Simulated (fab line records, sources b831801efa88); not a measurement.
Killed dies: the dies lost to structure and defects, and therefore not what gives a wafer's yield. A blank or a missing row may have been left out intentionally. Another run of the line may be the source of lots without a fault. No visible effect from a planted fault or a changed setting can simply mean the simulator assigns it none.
Split-lot trial -- flow sky130 -- 5 lots, 23 wafers read, on a route of 708 steps

== ON THE SPLIT ==
At SKY_METAL4_SPUTTER_03 (material Ti, target thk 5 nm, time 3.3 s), the setting power w was moved away from the recipe's 3000 W on 8 of the 23 wafers read, by -6.3% to +10.6%. All remaining wafers had this setting at the recipe value.

The reading comes from the split's own step.

== THE READING ==
Ti_of_METAL4_SPUTTER_03.thk nm (the simulator's own value, which no gauge read), in nm, at SKY_METAL4_SPUTTER_03 (material Ti, target thk 5 nm, time 3.3 s). No usual value for it is given in the file. Here, 15 wafers ran the recipe; their average is 4.951 nm with a standard deviation of 0.074 nm.

wafer,"tool, chamber at the split","power w as run, W",against the recipe,"Ti_of_METAL4_SPUTTER_03.thk nm, nm",against lot-mates on the recipe
L079.1,"pvd sputter-01, -",2811,-6.3%,4.65,-0.371
L079.2,"pvd sputter-01, -",2811,-6.3%,4.649,-0.372
L079.3,"pvd sputter-01, -",3000,recipe,5.073,-
L079.4,"pvd sputter-01, -",3000,recipe,4.969,-
L079.6,"pvd sputter-01, -",2811,-6.3%,4.714,-0.307
L080.1,"pvd sputter-01, -",2869,-4.4%,4.625,-0.309
L080.2,"pvd sputter-01, -",2869,-4.4%,4.683,-0.251
L080.4,"pvd sputter-01, -",3000,recipe,4.932,-
L080.5,"pvd sputter-01, -",2869,-4.4%,4.726,-0.208
L080.6,"pvd sputter-01, -",3000,recipe,4.935,-
L081.1,"pvd sputter-01, -",3000,recipe,4.829,-
L081.2,"pvd sputter-01, -",3000,recipe,4.879,-
L081.3,"pvd sputter-01, -",3000,recipe,5.052,-
L084.2,"pvd sputter-01, -",3000,recipe,4.876,-
L084.3,"pvd sputter-01, -",3000,recipe,5.024,-
L084.4,"pvd sputter-01, -",3318,+10.6%,5.45,+0.517
L084.5,"pvd sputter-01, -",3318,+10.6%,5.504,+0.571
L084.6,"pvd sputter-01, -",3000,recipe,4.9,-
L085.1,"pvd sputter-01, -",3000,recipe,4.995,-
L085.2,"pvd sputter-01, -",3000,recipe,5.02,-
L085.3,"pvd sputter-01, -",3000,recipe,4.863,-
L085.5,"pvd sputter-01, -",3000,recipe,4.896,-
L085.6,"pvd sputter-01, -",3000,recipe,5.029,-

FIT RESULTS
A straight line over all 23 wafers: Ti_of_METAL4_SPUTTER_03.thk nm changes by +0.0499 nm for each +1% of power w; r = +0.95; the points scatter about the line by 0.071 nm.
The same after taking each lot's own level away (the mean of its wafers on the recipe; 23 wafers): +0.0534 nm for each +1%; r = +0.97; scatter 0.062 nm.
The reading moves by 0.57 nm for the largest change in power w, on that fit.
From 4.9200 to 5.0210 nm: that is the span of the lots' own levels, equal to 1.4 times the standard deviation above.
Consequently the slope shifts little with the lot-to-lot level, the two slopes agreeing.
Check: for one of the wafers moved furthest among these (+10.6%), held out of the fit, the line's prediction against its lot-mates is +0.583 nm. Against them it came out at +0.517 nm.

== ADDITIONAL SPLITS CARRIED BY THESE WAFERS ==
These wafers also went through other splits before the reading. Each is held against what the fit with the lots' levels taken away leaves over:
other split on the same wafers,wafers away from the commonest value,r with Ti_of_METAL4_SPUTTER_03.thk nm (lot level and that fit taken away)
SKY_CAPM_SPUTTER_02 power w,5,-0.23
SKY_CAPM_METAL_ETCH_13 time s,9,+0.07
SKY_METAL3_EXPOSE_10 dose mj,8,-0.05
SKY_VIA3_HDPCVD_00 time s,5,+0.21
SKY_VIA3_COAT_07 resist thk nm,5,+0.03
SKY_VIA3_ETCH_15 time s,5,-0.11

== THE FILE'S OWN FIT ==
Ti_of_METAL4_SPUTTER_03.thk nm changes by +0.0531 nm for each +1% of power w, r = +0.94.
